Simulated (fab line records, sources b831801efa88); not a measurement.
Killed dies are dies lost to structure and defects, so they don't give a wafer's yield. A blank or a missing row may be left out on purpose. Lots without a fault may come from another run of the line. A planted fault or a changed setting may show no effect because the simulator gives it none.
Problem report in the 8D (eight disciplines) form, filled by code | flow sky130 | the parts of the form that need people (team, actions taken, sign-off) are left out

1. THE PROBLEM
beam_energy_keV at SKY_LDD_N_IMPLANT_08 reads a mean of 17.993 on 6 wafers of 2 lots; wafers without a fault read 20.001 with a standard deviation of 0.0065. That is -99 or more standard deviations from the usual mean.
First seen on wafer L372.2, day 23 07:41, on implanter-02. The record holds 18 wafers of 6 lots with a number at this step. Rule for "out", or "out of limits": more than 4 standard deviations from the usual mean. The other wafers with a number count as sound.

2. WHAT IT IS AND WHAT IT IS NOT
question                    | is                     | is not
which readings at this step | beam_energy_keV        | beam_on_s
which lots                  | L372, L373             | L363, L366, L376, L380
which wafers of those lots  | all that have a number | -
read on which tools         | implanter-02           | implanter-03
when                        | from day 23 07:41      | up to then (6 sound wafers); but 6 sound wafers of L376, L380 came after

3. SUSPECTS, AND WHAT RULES EACH OUT
Counting: a tool at a process step up to the reading stays a suspect if it ran every lot that is out and no sound lot after the first of them.
- implanter-02 at SKY_LDD_N_IMPLANT_08: kept. It ran every lot that is out, first L372 (day 23 07:41), and no sound lot after that; its last sound lot up to then is L366 (day 21 14:46). Its own readings are out on those wafers: beam_energy_keV.
Left after counting: implanter-02 at SKY_LDD_N_IMPLANT_08.

4. THE CAUSE (what the simulator had put in)
Process parameter drift: implanter-02, from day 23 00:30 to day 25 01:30, at SKY_LDD_N_IMPLANT_08. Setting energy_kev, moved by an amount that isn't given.
Counting left only this tool.

5. THE CHAIN OF EFFECTS, in route order
Each row: a reading whose mean over the struck wafers that have a number lies more than 3 standard deviations from the usual. Only readings for which the record gives a usual standard deviation are gone through. hours: the time from each lot's start at the first step in this table that gives one to its start at this step, as a median over the lots. sigmas: the change in usual standard deviations.
hours | step                 | reading         | usual  | on struck wafers | change | sigmas
0     | SKY_LDD_N_IMPLANT_08 | beam_energy_keV | 20.001 | 17.993           | -2.008 | -99 or more
The process steps in it:
- SKY_LDD_N_IMPLANT_08

6. WHAT WOULD HAVE CAUGHT IT SOONER
In this record the first reading out of limits was taken at day 23 07:41, 7 hours after the fault began at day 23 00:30.
